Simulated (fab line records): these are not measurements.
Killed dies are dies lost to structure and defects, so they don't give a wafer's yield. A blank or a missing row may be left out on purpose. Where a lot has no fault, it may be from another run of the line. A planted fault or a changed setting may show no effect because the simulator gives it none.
fab line records | flow gf180mcu
[record] lots = 13 | wafers = 39 | lastDay = 34
route steps=602 shown M3@410 V3@444 M4@456
lots untouched by any fault: they come from a run of this same line in which no faults occurred
startH: hours from the record's first day to the start of the lot's first wafer shown | waitH: hours from the lot's prior step to this one | " same as the row above | L1.1+2: several wafers, shown together as one row | - no value, or no start given | * or withheld: withheld | < > ~ a bound
route shown NAME@n: a module of which the file shows steps, and the number in the route of the first | usual: mean/standard deviation taken from wafers without a fault | same: alike in all rows | chamber/n: place in a boat | sites: readings site by site | _std_site: standard deviation of those values | _edge_site: inner sites' mean taken away from outer sites' mean | radiusMm: how far each site lies from the wafer's centre | mask NAME#n: copy n | behind: the most recent tool/chamber to have shaped the wafer | hold: what put the lot on hold/how long, in hours/how the hold closed | device: the n, p or np transistor that did not switch | end of line: the route-end tests of the same wafers | for a step that has no rows: nothing shown but its recipe | killed: at the first sort, the dies lost to defects and structure; wafer yield is something else | map: the dies of a wafer, with x for killed, . for not killed, _ for no die there
set.NAME: the setting as run; set.NAME@STEP: as run at that earlier step | model.NAME: the simulator's own value behind a step, which no gauge read
steps of the route over a sample of lots; a table a step, a row a wafer
services: when a tool's chamber went out of use (startH, in hours from the record's first day, below 0 if earlier), for how many hours, and the reason
[[steps]]
[step GF_M3_SPUTTER_01]
[recipe] material = TiN | targetThkNm = 30 | powerW = 6500 | timeS = 25 | chamberPressurePa = 0.4
[usual] throttleValvePct = 30.1/0.76
lot.wafer | tool          | chamber | startH | waitH | throttleValvePct
L467.1    | pvdSputter-03 | -       | 473.90 | 0.1   | 31.1
L467.3    | "             | -       | "      | "     | 29.3
L467.4    | "             | -       | "      | "     | 30.7
L468.1    | pvdSputter-01 | -       | 483.60 | 0.1   | 29.3
L468.2    | "             | -       | "      | "     | 29.5
L468.5    | "             | -       | "      | "     | 30.3
L469.2    | pvdSputter-03 | -       | 490.56 | 0.1   | 29.2
L469.3    | "             | -       | "      | "     | 31.0
L469.5    | "             | -       | "      | "     | 29.1
L470.1    | pvdSputter-04 | -       | 500.18 | 0.1   | 30.3
L470.5    | "             | -       | "      | "     | 30.3
L470.6    | "             | -       | "      | "     | 28.7
L476.2    | pvdSputter-01 | -       | 555.34 | 0.1   | 29.6
L476.3    | "             | -       | "      | "     | 30.1
L476.5    | "             | -       | "      | "     | 29.8
L479.1    | pvdSputter-01 | -       | 579.24 | 0.1   | 29.2
L479.3    | "             | -       | "      | "     | 30.1
L479.6    | "             | -       | "      | "     | 30.2
L480.2    | pvdSputter-01 | -       | 582.31 | 0.1   | 29.2
L480.3    | "             | -       | "      | "     | 30.0
L480.5    | "             | -       | "      | "     | 30.0
L481.1    | pvdSputter-01 | -       | 594.85 | 0.1   | 30.2
L481.4    | "             | -       | "      | "     | 29.2
L481.5    | "             | -       | "      | "     | 30.1
L482.1    | pvdSputter-01 | -       | 598.70 | 0.1   | 29.9
L482.3    | "             | -       | "      | "     | 30.5
L482.6    | "             | -       | "      | "     | 29.4
L483.1    | pvdSputter-04 | -       | 606.50 | 0.1   | 30.2
L483.4    | "             | -       | "      | "     | 30.6
L483.5    | "             | -       | "      | "     | 30.6
L484.1    | pvdSputter-03 | -       | 616.50 | 0.1   | 30.6
L484.3    | "             | -       | "      | "     | 28.9
L484.5    | "             | -       | "      | "     | 30.4
L487.1    | pvdSputter-03 | -       | 637.17 | 0.1   | 31.5
L487.2    | "             | -       | "      | "     | 31.0
L487.6    | "             | -       | "      | "     | 31.8
L489.1    | pvdSputter-03 | -       | 650.95 | 0.1   | 31.4
L489.2    | "             | -       | "      | "     | 29.1
L489.6    | "             | -       | "      | "     | 30.7
[step GF_V3_OVL_MEAS_15]
[usual] V3_OVL = 3/5.2
lot.wafer | tool       | chamber | startH | waitH | V3_OVL[nm]
L467.1    | overlay-02 | -       | 522.81 | 0.1   | 11
L467.3    | "          | -       | "      | "     | 14
L467.4    | "          | -       | "      | "     | 3
L468.1    | overlay-01 | -       | 532.01 | 0.1   | 3
L468.2    | "          | -       | "      | "     | 6
L468.5    | "          | -       | "      | "     | -3
L469.2    | overlay-02 | -       | 538.77 | 0.1   | -5
L469.3    | "          | -       | "      | "     | -1
L469.5    | "          | -       | "      | "     | -2
L470.1    | overlay-02 | -       | 547.66 | 0.1   | -2
L470.5    | "          | -       | "      | "     | 4
L470.6    | "          | -       | "      | "     | -1
L476.2    | overlay-01 | -       | 600.06 | 0.1   | -7
L476.3    | "          | -       | "      | "     | 9
L476.5    | "          | -       | "      | "     | 5
L479.1    | overlay-02 | -       | 622.15 | 0.1   | 9
L479.3    | "          | -       | "      | "     | 6
L479.6    | "          | -       | "      | "     | 4
L480.2    | overlay-01 | -       | 625.51 | 0.1   | 9
L480.3    | "          | -       | "      | "     | 3
L480.5    | "          | -       | "      | "     | 5
L481.1    | overlay-02 | -       | 637.86 | 0.1   | -4
L481.4    | "          | -       | "      | "     | -1
L481.5    | "          | -       | "      | "     | 0
L482.1    | overlay-01 | -       | 640.96 | 0.1   | -1
L482.3    | "          | -       | "      | "     | 2
L482.6    | "          | -       | "      | "     | 2
L483.1    | overlay-02 | -       | 648.00 | 0.1   | 2
L483.4    | "          | -       | "      | "     | 14
L483.5    | "          | -       | "      | "     | 3
L484.1    | overlay-02 | -       | 657.95 | 0.1   | 14
L484.3    | "          | -       | "      | "     | 7
L484.5    | "          | -       | "      | "     | 5
L487.1    | overlay-01 | -       | 677.50 | 0.1   | -1
L487.2    | "          | -       | "      | "     | 5
L487.6    | "          | -       | "      | "     | 8
L489.1    | overlay-02 | -       | 690.91 | 0.1   | -1
L489.2    | "          | -       | "      | "     | -2
L489.6    | "          | -       | "      | "     | 6
[step GF_M4_SPUTTER_00]
[recipe] material = Ti | targetThkNm = 37.5 | arrivingIonEnergyEv = 80 | substrateTempC = 200 | chamberPressurePa = 2 | powerW = 4000 | timeS = 150
[usual] throttleValvePct = 30.4/0.66
lot.wafer | tool          | chamber | startH | waitH | throttleValvePct
L467.1    | pvdSputter-02 | -       | 524.54 | 0.2   | 30.8
L467.3    | "             | -       | "      | "     | 30.7
L467.4    | "             | -       | "      | "     | 30.6
L468.1    | pvdSputter-01 | -       | 533.40 | 0.1   | 30.0
L468.2    | "             | -       | "      | "     | 30.2
L468.5    | "             | -       | "      | "     | 30.4
L469.2    | pvdSputter-03 | -       | 540.18 | 0.1   | 31.3
L469.3    | "             | -       | "      | "     | 31.4
L469.5    | "             | -       | "      | "     | 30.9
L470.1    | pvdSputter-03 | -       | 549.31 | 0.2   | 31.6
L470.5    | "             | -       | "      | "     | 31.2
L470.6    | "             | -       | "      | "     | 30.7
L476.2    | pvdSputter-02 | -       | 601.47 | 0.2   | 30.8
L476.3    | "             | -       | "      | "     | 30.7
L476.5    | "             | -       | "      | "     | 30.7
L479.1    | pvdSputter-02 | -       | 623.54 | 0.2   | 31.1
L479.3    | "             | -       | "      | "     | 30.6
L479.6    | "             | -       | "      | "     | 30.4
L480.2    | pvdSputter-01 | -       | 626.90 | 0.2   | 29.8
L480.3    | "             | -       | "      | "     | 29.2
L480.5    | "             | -       | "      | "     | 30.3
L481.1    | pvdSputter-02 | -       | 639.25 | 0.2   | 30.1
L481.4    | "             | -       | "      | "     | 30.8
L481.5    | "             | -       | "      | "     | 30.5
L482.1    | pvdSputter-01 | -       | 642.38 | 0.2   | 29.4
L482.3    | "             | -       | "      | "     | 30.2
L482.6    | "             | -       | "      | "     | 30.6
L483.1    | pvdSputter-01 | -       | 649.39 | 0.1   | 29.7
L483.4    | "             | -       | "      | "     | 30.2
L483.5    | "             | -       | "      | "     | 30.1
L484.1    | pvdSputter-02 | -       | 659.34 | 0.1   | 30.1
L484.3    | "             | -       | "      | "     | 31.0
L484.5    | "             | -       | "      | "     | 30.7
L487.1    | pvdSputter-01 | -       | 678.89 | 0.1   | 29.2
L487.2    | "             | -       | "      | "     | 29.9
L487.6    | "             | -       | "      | "     | 29.8
L489.1    | pvdSputter-01 | -       | 692.30 | 0.2   | 29.1
L489.2    | "             | -       | "      | "     | 29.7
L489.6    | "             | -       | "      | "     | 30.2
[step GF_M4_SPUTTER_04]
[recipe] material = TiN | targetThkNm = 50 | powerW = 6500 | timeS = 41.7 | chamberPressurePa = 0.4
[usual] throttleValvePct = 30.4/0.67
lot.wafer | tool          | chamber | startH | waitH | throttleValvePct
L467.1    | pvdSputter-02 | -       | 524.72 | 0.0   | 30.6
L467.3    | "             | -       | "      | "     | 30.5
L467.4    | "             | -       | "      | "     | 30.6
L468.1    | pvdSputter-01 | -       | 533.58 | 0.0   | 30.0
L468.2    | "             | -       | "      | "     | 30.2
L468.5    | "             | -       | "      | "     | 30.3
L469.2    | pvdSputter-03 | -       | 540.36 | 0.0   | 31.0
L469.3    | "             | -       | "      | "     | 31.5
L469.5    | "             | -       | "      | "     | 30.5
L470.1    | pvdSputter-03 | -       | 549.49 | 0.0   | 31.6
L470.5    | "             | -       | "      | "     | 31.0
L470.6    | "             | -       | "      | "     | 30.6
L476.2    | pvdSputter-02 | -       | 601.65 | 0.0   | 30.6
L476.3    | "             | -       | "      | "     | 31.1
L476.5    | "             | -       | "      | "     | 31.2
L479.1    | pvdSputter-02 | -       | 623.73 | 0.0   | 30.6
L479.3    | "             | -       | "      | "     | 30.5
L479.6    | "             | -       | "      | "     | 30.8
L480.2    | pvdSputter-01 | -       | 627.10 | 0.0   | 29.9
L480.3    | "             | -       | "      | "     | 29.3
L480.5    | "             | -       | "      | "     | 30.1
L481.1    | pvdSputter-02 | -       | 639.43 | 0.0   | 30.3
L481.4    | "             | -       | "      | "     | 30.9
L481.5    | "             | -       | "      | "     | 30.7
L482.1    | pvdSputter-01 | -       | 642.56 | 0.0   | 28.9
L482.3    | "             | -       | "      | "     | 29.9
L482.6    | "             | -       | "      | "     | 30.2
L483.1    | pvdSputter-01 | -       | 649.57 | 0.0   | 29.6
L483.4    | "             | -       | "      | "     | 30.2
L483.5    | "             | -       | "      | "     | 30.5
L484.1    | pvdSputter-02 | -       | 659.52 | 0.0   | 30.1
L484.3    | "             | -       | "      | "     | 30.9
L484.5    | "             | -       | "      | "     | 30.6
L487.1    | pvdSputter-01 | -       | 679.07 | 0.0   | 29.2
L487.2    | "             | -       | "      | "     | 29.8
L487.6    | "             | -       | "      | "     | 29.9
L489.1    | pvdSputter-01 | -       | 692.48 | 0.0   | 29.3
L489.2    | "             | -       | "      | "     | 29.8
L489.6    | "             | -       | "      | "     | 30.1
[step GF_M4_THK_MEAS_06]
[recipe] thkMeasGauge = xrf | reads = AlCu_of_M4_SPUTTER_02
[usual] M4_ALCU_THK = 440/4.8
lot.wafer | tool         | chamber | startH | waitH | M4_ALCU_THK[nm]
L467.1    | filmMetro-02 | -       | 524.88 | 0.1   | 440
L467.3    | "            | -       | "      | "     | 441
L467.4    | "            | -       | "      | "     | 437
L468.1    | filmMetro-01 | -       | 533.74 | 0.1   | 438
L468.2    | "            | -       | "      | "     | 440
L468.5    | "            | -       | "      | "     | 436
L469.2    | filmMetro-04 | -       | 540.53 | 0.1   | 441
L469.3    | "            | -       | "      | "     | 434
L469.5    | "            | -       | "      | "     | 440
L470.1    | filmMetro-04 | -       | 549.65 | 0.1   | 441
L470.5    | "            | -       | "      | "     | 440
L470.6    | "            | -       | "      | "     | 438
L476.2    | filmMetro-04 | -       | 601.82 | 0.1   | 435
L476.3    | "            | -       | "      | "     | 436
L476.5    | "            | -       | "      | "     | 434
L479.1    | filmMetro-01 | -       | 623.88 | 0.1   | 410
L479.3    | "            | -       | "      | "     | 410
L479.6    | "            | -       | "      | "     | 408
L480.2    | filmMetro-04 | -       | 627.28 | 0.1   | 449
L480.3    | "            | -       | "      | "     | 446
L480.5    | "            | -       | "      | "     | 447
L481.1    | filmMetro-01 | -       | 639.59 | 0.1   | 419
L481.4    | "            | -       | "      | "     | 418
L481.5    | "            | -       | "      | "     | 418
L482.1    | filmMetro-04 | -       | 642.72 | 0.1   | 439
L482.3    | "            | -       | "      | "     | 439
L482.6    | "            | -       | "      | "     | 442
L483.1    | filmMetro-02 | -       | 649.73 | 0.1   | 446
L483.4    | "            | -       | "      | "     | 444
L483.5    | "            | -       | "      | "     | 444
L484.1    | filmMetro-01 | -       | 659.68 | 0.1   | 416
L484.3    | "            | -       | "      | "     | 417
L484.5    | "            | -       | "      | "     | 414
L487.1    | filmMetro-04 | -       | 679.23 | 0.1   | 441
L487.2    | "            | -       | "      | "     | 445
L487.6    | "            | -       | "      | "     | 444
L489.1    | filmMetro-04 | -       | 692.64 | 0.1   | 439
L489.2    | "            | -       | "      | "     | 439
L489.6    | "            | -       | "      | "     | 437
[[services]]
tool          | chamber | startH | hours | kind
pvdSputter-01 | 0       | 521.11 | -     | consumableReplace:kit
pvdSputter-01 | 0       | 521.11 | 18.0  | scheduledDown
pvdSputter-01 | 0       | 521.11 | 18.0  | ventCycle
pvdSputter-03 | 2       | 593.03 | -     | consumableReplace:kit
pvdSputter-03 | 2       | 593.03 | 18.0  | scheduledDown
pvdSputter-03 | 2       | 593.03 | 18.0  | ventCycle
pvdSputter-04 | -       | 612.29 | 5.0   | repair
pvdSputter-02 | -       | 636.51 | 1.5   | repair
pvdSputter-01 | 3       | 657.47 | -     | consumableReplace:kit
pvdSputter-01 | 3       | 657.47 | 18.0  | scheduledDown
pvdSputter-01 | 3       | 657.47 | 18.0  | ventCycle
pvdSputter-04 | 3       | 671.16 | -     | consumableReplace:kit
pvdSputter-04 | 3       | 671.16 | 18.0  | scheduledDown
pvdSputter-04 | 3       | 671.16 | 18.0  | ventCycle
pvdSputter-03 | -       | 691.60 | 4.9   | repair
[[key]]
[firstSign] step = GF_M4_THK_MEAS_06 | reading = M4_ALCU_THK | direction = down | sigmas = 5.3 | usual = 440 | struck = 414
effect none on later readings
metAt GF_M4_SPUTTER_04
struckLots L479,L481,L484
notActingAt GF_M3_SPUTTER_01,GF_V3_OVL_MEAS_15,GF_M4_SPUTTER_00
onsetBetween 601.65 623.73
[fault] kind = processParameterDrift | tool = pvdSputter-02 | chamber = - | onsetH = 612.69 | steps = GF_M4_SPUTTER_04 | channel = targetThkNm | offset = 26.522 | shape = step | endH = 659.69 | actsIn = theseRecipesOnly | stated = 50
